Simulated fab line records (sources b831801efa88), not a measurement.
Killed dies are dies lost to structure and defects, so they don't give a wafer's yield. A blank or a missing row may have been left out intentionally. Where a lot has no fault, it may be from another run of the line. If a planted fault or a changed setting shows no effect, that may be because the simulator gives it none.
fab line records | flow sky130
[record] lots = 6 wafers = 18 last_day = 50
route steps=708 shown FIELD_ISO@27 NWELL@32 DNWELL@35 PWDE@45
lots untouched by any fault: they come from a run of this same line in which no faults occurred
start_h: hours from the record's opening day to when the first of the lot's shown wafers began | wait_h: hours elapsed since this lot's preceding step | " identical to the entry in the row above | L1.1+2: a single row standing in for several wafers | - value missing, or start not given | * or withheld: withheld | < > ~ a bound
route shown NAME@n: a module of which the file shows steps, and the number in the route of the first | usual: mean and standard deviation over wafers with no fault | same: alike in all rows | chamber/n: place in a boat | sites: each site's reading | _std_site: standard deviation of those values | _edge_site: inner sites' mean taken away from outer sites' mean | radius_mm: how far each site lies from the wafer's centre | mask NAME#n: copy n | behind: the last tool/chamber to shape the wafer | hold: why the lot went on hold/how many hours it stayed there/how the hold came to an end | device: whichever transistor did not switch (one of n, p or np) | end of line: the same wafers' tests at the end of the route | step lacking rows: just its recipe | killed: not the wafer's yield, but the dies lost to structure and defects at the first sort | map: per-die view of a wafer (x killed, . not killed, _ where there is no die)
set.NAME: setting as actually run; set.NAME@STEP: the setting as run at that earlier step | model.NAME: the simulator's own value behind a step, which no gauge read
a table for each step, a row for each wafer; lots at some steps of the route
services: the hour from which a tool's chamber was out of use, counted from the record's first day as start_h (under 0 if before that day), plus the number of hours and why
[[steps]]
[step SKY_FIELD_ISO_ANNEAL_26]
[recipe] temp_c = 1000 time_s = 1800 ambient = N2
[step SKY_FIELD_ISO_CMP_27]
[recipe] stop_on = Si3N4 t_overpolish_s = 16 down_force_psi = 4 platen_rpm = 60 target_thk_nm = 457.8 pad_velocity_m_s = 0.94248
[usual] edge_zone_pressure_frac = 1.000/0.0049 motor_current_A = 12.0/1.4 overpolish_run_s = 16.000/0.0094 slurry_flow_ml_min = 150.0/0.45 time_to_endpoint_s = 114/4.7
[same] t_overpolish_s = 16
// columns lot.wafer tool chamber start_h wait_h edge_zone_pressure_frac motor_current_A overpolish_run_s slurry_flow_ml_min time_to_endpoint_s
L801.3 cmp-01 1 54.63 0.0 1.008 10.8 16.011 150.0 110
L801.1 " 3 " " 0.993 12.2 16.011 149.9 114
L801.2 " 0 " " 0.991 12.3 16.002 149.6 114
L802.2 cmp-02 1 61.03 0.0 0.993 11.3 15.990 149.2 118
L802.3 " 2 " " 0.995 12.8 16.002 150.2 119
L802.6 " 2 " " 1.005 13.0 16.001 149.9 116
L813.4 cmp-02 2 120.62 0.2 0.997 12.6 16.007 150.4 106
L813.2 " 1 " " 0.992 11.2 16.006 150.3 106
L813.5 " 3 " " 1.006 9.9 16.020 149.9 106
L814.1 cmp-02 2 120.98 0.0 1.002 12.0 16.000 150.2 107
L814.4 " 1 " " 0.994 11.2 16.005 149.5 105
L814.5 " 2 " " 1.002 12.8 16.010 149.6 106
L816.2 cmp-01 0 133.23 0.1 1.004 12.1 15.989 149.9 116
L816.6 " 2 " " 1.001 12.1 16.011 150.3 116
L816.5 " 3 " " 0.994 11.7 16.001 150.0 118
L818.2 cmp-01 2 141.97 0.1 1.010 11.2 15.999 150.1 113
L818.4 " 3 " " 0.996 12.2 16.012 149.9 119
L818.6 " 1 " " 1.002 10.8 15.982 150.3 115
[step SKY_FIELD_ISO_WET_ETCH_28]
[recipe] chemistry = dHF target_depth_nm = 23.7 target = SiO2 dilution = 10:1 temp_c = 25 time_s = 47
[step SKY_FIELD_ISO_WET_ETCH_29]
[recipe] chemistry = H3PO4 target_depth_nm = 160 target = Si3N4 temp_c = 160 time_s = 1825
[step SKY_FIELD_ISO_WET_ETCH_30]
[recipe] chemistry = dHF target_depth_nm = 25 target = SiO2 dilution = 10:1 temp_c = 25 time_s = 50
[step SKY_NWELL_CLEAN_00]
[recipe] chemistry = SC1/SC2 mix = 1:4:20 temp_c = 70 time_s = 150 dry = n2_spin
[step SKY_NWELL_OXIDATION_01]
[recipe] temp_c = 900 ambient = O2 stabilise_s = 600 purge_s = 300 target_thk_a = 100 ox_time_s = 1418
[step SKY_NWELL_THK_MEAS_02]
[recipe] reads = SiO2_of_NWELL_OXIDATION_01
[usual] NWELL_OXIDATION_THK = 10.00/0.16
// columns lot.wafer tool chamber start_h wait_h NWELL_OXIDATION_THK[nm]
L801.1 film_metro-04 - 56.93 0.0 9.99
L801.2 " - " " 9.86
L801.3 " - " " 9.70
L802.2 film_metro-02 - 63.34 0.0 10.05
L802.3 " - " " 9.93
L802.6 " - " " 10.09
L814.1 film_metro-01 - 125.41 0.0 10.03
L814.4 " - " " 10.17
L814.5 " - " " 10.11
L813.2 film_metro-02 - 125.42 0.0 10.17
L813.4 " - " " 9.99
L813.5 " - " " 10.12
L816.2 film_metro-01 - 135.79 0.0 9.88
L816.5 " - " " 9.68
L816.6 " - " " 9.79
L818.2 film_metro-01 - 144.82 0.0 10.25
L818.4 " - " " 10.13
L818.6 " - " " 10.11
[step SKY_DNWELL_DEHYDRATE_00]
[recipe] temp_c = 200 time_s = 60
[step SKY_DNWELL_HMDS_01]
[recipe] prime_time_s = 60 prime_temp_c = 120
[step SKY_DNWELL_COAT_02]
[recipe] spin_rpm = 2000 resist_thk_nm = 3000
[step SKY_DNWELL_SOFTBAKE_03]
[recipe] temp_c = 110 time_s = withheld
[step SKY_DNWELL_EXPOSE_04]
[recipe] mask_id = DNM na = 0.57 target_cd_nm = 3000 dose_mj = 222
[usual] exposure_dose_mJ_cm2 = 222.01/0.22 focus_offset_nm = 0.0/0.54 stage_vel_mm_s = 499.94/0.26
// columns lot.wafer tool chamber start_h wait_h mask exposure_dose_mJ_cm2 focus_offset_nm stage_vel_mm_s
L801.1 iline_stepper-02 0 65.06 - DNM#0 222.24 -1.3 499.95
L801.2 " 0 " " DNM#0 222.16 -0.9 500.37
L801.3 " 0 " " DNM#0 222.15 -0.9 500.10
L802.2 iline_stepper-01 0 72.19 - DNM#0 221.63 -0.2 500.30
L802.3 " 0 " " DNM#0 221.60 0.1 500.10
L802.6 " 0 " " DNM#0 221.88 0.3 500.32
L813.2 iline_stepper-02 - 135.22 - DNM#0 - - -
L813.4 " - " " DNM#0 - - -
L813.5 " - " " DNM#0 - - -
L814.1 iline_stepper-01 - 135.83 - DNM#0 - - -
L814.4 " - " " DNM#0 - - -
L814.5 " - " " DNM#0 - - -
L816.2 iline_stepper-01 0 145.70 - DNM#0 221.45 0.2 499.66
L816.5 " 0 " " DNM#0 222.03 0.3 500.02
L816.6 " 0 " " DNM#0 221.46 -0.7 499.43
L818.2 iline_stepper-02 0 155.77 - DNM#0 222.27 0.5 499.80
L818.4 " 0 " " DNM#0 222.08 1.2 500.04
L818.6 " 0 " " DNM#0 222.11 0.5 500.06
[step SKY_DNWELL_PEB_05]
[recipe] temp_c = 115 time_s = withheld
[step SKY_DNWELL_DEVELOP_06]
[recipe] wall_angle_deg = 90 developer = TMAH develop_time_s = 60 dev_temp_c = 23
[step SKY_DNWELL_IMPLANT_07]
[recipe] species = P energy_kev = withheld dose_cm2 = withheld tilt_deg = withheld
[step SKY_DNWELL_STRIP_08]
[recipe] chemistry = O2/N2 power_w = 1400 pressure_mtorr = 1500 platen_temp_c = withheld o2_flow_sccm = 3000 n2_flow_sccm = 300 overash_fraction = 0.5
[usual] drypump_motor_current_A = 6.1/0.34 oes_product_au = 0.723/0.005 strip_time_to_endpoint_s = 36.94/0.095
// columns lot.wafer tool chamber start_h wait_h drypump_motor_current_A oes_product_au rf_hours_counter_h strip_time_to_endpoint_s
L801.1 plasma_asher-01 1 73.95 0.1 6.7 0.714 41 36.85
L801.2 " 0 " " 6.1 0.719 41 36.95
L801.3 " 0 " " 6.2 0.730 - 36.93
L802.2 plasma_asher-02 1 80.60 0.1 6.1 0.723 38 36.99
L802.3 " 1 " " 6.1 0.728 - 36.87
L802.6 " 1 " " 6.1 0.716 - 37.01
L813.2 plasma_asher-01 1 144.70 0.1 6.7 0.735 48 36.90
L813.4 " 1 " " 6.7 0.725 - 36.90
L813.5 " 0 " " 6.1 0.715 - 36.98
L814.1 plasma_asher-02 1 145.91 0.1 6.1 0.722 45 36.99
L814.4 " 1 " " 6.1 0.717 - 36.99
L814.5 " 1 " " 6.1 0.726 - 37.01
L816.2 plasma_asher-02 1 156.25 0.1 6.1 0.715 46 36.92
L816.5 " 1 " " 6.1 0.723 - 36.93
L816.6 " 0 " " 5.8 0.733 - 36.90
L818.2 plasma_asher-01 1 165.10 0.1 6.6 0.718 50 37.06
L818.4 " 1 " " 6.6 0.711 - 37.06
L818.6 " 1 " " 6.6 0.723 - 37.01
[step SKY_DNWELL_TW_MEAS_09]
[usual] DNWELL_TW = 1107/9.4
// columns lot.wafer tool chamber start_h wait_h DNWELL_TW
L801.1 film_metro-01 - 74.05 0.1 1107
L801.2 " - " " 1103
L801.3 " - " " 1094
L802.2 film_metro-04 - 80.71 0.1 1115
L802.3 " - " " 1117
L802.6 " - " " 1117
L813.2 film_metro-02 - 144.81 0.1 30
L813.4 " - " " 30
L813.5 " - " " 30
L814.1 film_metro-04 - 146.01 0.1 30
L814.4 " - " " 30
L814.5 " - " " 30
L816.2 film_metro-02 - 156.36 0.1 1115
L816.5 " - " " 1112
L816.6 " - " " 1110
L818.2 film_metro-02 - 165.21 0.1 1108
L818.4 " - " " 1109
L818.6 " - " " 1115
[step SKY_PWDE_DEHYDRATE_00]
[recipe] temp_c = 200 time_s = 60
[[services]]
// columns tool chamber start_h hours kind
cmp-02 - 35.95 0.2 repair
iline_stepper-02 - 36.87 3.1 repair
iline_stepper-01 - 39.97 4.4 pm
cmp-01 - 41.29 2.2 repair
iline_stepper-01 - 60.53 7.2 repair
cmp-02 - 64.25 4.0 pm
plasma_asher-02 - 67.69 6.8 repair
iline_stepper-02 - 67.73 2.1 pm
cmp-02 - 68.25 - consumable_replace:conditioner
cmp-02 - 68.25 - consumable_replace:pad
iline_stepper-02 - 69.82 - consumable_replace:lamp
cmp-01 - 74.57 1.3 repair
iline_stepper-01 - 113.86 1.7 pm
iline_stepper-01 - 115.95 4.7 repair
cmp-01 - 116.71 5.0 pm
cmp-01 - 125.49 2.0 repair
iline_stepper-02 - 145.18 1.7 pm
cmp-01 - 146.27 2.5 repair
[[key]]
[first_sign] step = SKY_DNWELL_EXPOSE_04 reading = tool_record direction = missing
[effect] step = SKY_DNWELL_TW_MEAS_09 reading = DNWELL_TW direction = down sigmas = 99+ usual = 1107 struck = 30
met_at SKY_DNWELL_EXPOSE_04
struck_wafers L813.2,L813.4,L813.5,L814.1,L814.4,L814.5
sort_left_out L813.2,L813.4,L813.5,L814.1,L814.4,L814.5
tester_left_out L813,L814
onset_between 72.19 135.22
[fault] kind = skipped_step_whole tool = iline_stepper-01,iline_stepper-02 chamber = - onset_h = 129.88 steps = SKY_DNWELL_EXPOSE_04 scope = struck_lots_only
// tester_left_out: of these lots the tester's yield and bins aren't shown, on N5 and GAA mostly nor the transistor test; their killed dies are dies lost to structure and defects alone, not to doping, threshold or leakage, so they don't give the yield
// sort_left_out: the simulated sort isn't trusted on such a fault, so these wafers' sort isn't shown, and their yield isn't known
